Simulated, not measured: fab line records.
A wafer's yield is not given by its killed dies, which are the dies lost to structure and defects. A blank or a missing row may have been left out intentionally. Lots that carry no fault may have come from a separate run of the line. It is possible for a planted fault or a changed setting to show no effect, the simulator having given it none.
Matching of chambers -- flow sfq line -- SFQ_TRILAYER_I2_CMP_CMP_064 on cmp-01 has 4 sister chambers
The step polishes SiO2. 4 wafers are shown with their chamber, then 9 later ones without.

## WAFERS WITH THEIR CHAMBER
wafer,chamber,motor current A (A)
L248.6,1,11.5
L252.6,2,9.2
L260.5,3,11.5
L262.5,0,11.3

## WAFERS WHOSE CHAMBER IS MISSING
wafer,motor current A (A)
L265.1,9.8
L265.5,11.2
L265.6,11.7
L267.1,9.9
L267.2,12.1
L267.5,11.2
L268.4,10.9
L268.2,12.4
L268.6,11.8

## WHICH CHAMBER EACH WENT THROUGH
wafer,from the rows above,in truth
L265.1,can't be placed: 2 or 0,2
L265.5,can't be placed: 0 or 1 or 3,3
L265.6,can't be placed: 1 or 3 or 0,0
L267.1,can't be placed: 2 or 0 or 1 or 3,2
L267.2,can't be placed: 1 or 3 or 0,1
L267.5,can't be placed: 0 or 1 or 3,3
L268.4,can't be placed: 0 or 1 or 3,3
L268.2,can't be placed: 1 or 3 or 0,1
L268.6,can't be placed: 1 or 3 or 0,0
0 of 9 placed correctly. Cannot be placed on the basis of these rows: 9; the candidates contain the true chamber in 9. Placed wrongly: 0.
How it was worked out, from the rows above alone: a wafer's distance from a chamber is the root of the sum, over the readings, of the square of ((its reading less the chamber's mean) divided by the reading's scatter). If the next closest chamber is less than 2 further off than the closest, the wafer can't be placed; otherwise it belongs to the closest. A chamber's mean is the mean of its shown wafers. The scatter: with one shown wafer a chamber, the root of the mean of the squares of how far each hidden wafer lies from its nearest shown one.
